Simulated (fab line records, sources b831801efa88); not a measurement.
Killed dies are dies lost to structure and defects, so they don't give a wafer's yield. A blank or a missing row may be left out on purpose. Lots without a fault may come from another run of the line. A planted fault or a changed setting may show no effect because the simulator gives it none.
Which tool did it? | flow gf180mcu | 7 lots, 21 wafers sampled, at 3 steps of a route of 602

WHAT THE GAUGES READ, wafer by wafer
GF_MIM_THK_MEAS_11: measures by xrf.
lot  | measured     | on            | MIM_ALCU_THK (nm)
L758 | day 24 23:27 | film_metro-01 | 201.1 197.1 198.6
L762 | day 26 11:17 | film_metro-02 | 197.3 196.1 199.4
L767 | day 28 03:28 | film_metro-04 | 204.6 202.9 202.7
L769 | day 28 16:07 | film_metro-01 | 199.5 197.2 197.5
L773 | day 29 22:29 | film_metro-04 | 199.8 200.8 201.6
L777 | day 30 21:04 | film_metro-04 | 201.3 201.8 200.0
L780 | day 31 17:31 | film_metro-01 | 199.6 198.8 201.2

WHICH TOOL RAN EACH LOT (tool, then ch and the chambers of the sampled wafers, then the start)
lot  | GF_NWELL_IMPLANT_09            | GF_V2_CVD_23
L758 | implanter-01 ch 0, day 3 13:49 | cvd_w-01 ch 0,1, day 20 19:53
L762 | implanter-01 ch 0, day 4 11:35 | cvd_w-01 ch 0,1, day 22 10:59
L767 | implanter-01 ch 0, day 5 14:25 | cvd_w-02 ch 0,1, day 24 07:05
L769 | implanter-01 ch 0, day 6 01:59 | cvd_w-01 ch 0,1, day 24 21:25
L773 | implanter-03 ch 0, day 7 00:22 | cvd_w-02 ch 0,1, day 26 08:01
L777 | implanter-01 ch 0, day 7 22:59 | cvd_w-02 ch 0,1, day 27 09:06
L780 | implanter-04 ch 0, day 8 14:36 | cvd_w-01 ch 0,1, day 28 06:43
- GF_NWELL_IMPLANT_09
- GF_V2_CVD_23: deposits W, target thk 350 nm, time 104.94 s.

THE ANSWER, worked out from the rows above alone
Rule: what is usual is taken from the lots themselves. Put in order of their means at a reading, lots are off if they are a third of the lots or fewer, leave a main group of 4 or more, and stand apart from it by a gap of 3 or more times the standard deviation of the main group's means; of several such gaps the widest counts. A main group whose means are all the same, to the digits that the tables above print for the reading, isn't used. A lot without any number at a reading at which 4 lots or more have one is off too. The other lots that the step has rows for count as sound.
No lot is off at any reading shown: from this, nothing can be told.

WHAT THE SIMULATOR HAD PUT IN
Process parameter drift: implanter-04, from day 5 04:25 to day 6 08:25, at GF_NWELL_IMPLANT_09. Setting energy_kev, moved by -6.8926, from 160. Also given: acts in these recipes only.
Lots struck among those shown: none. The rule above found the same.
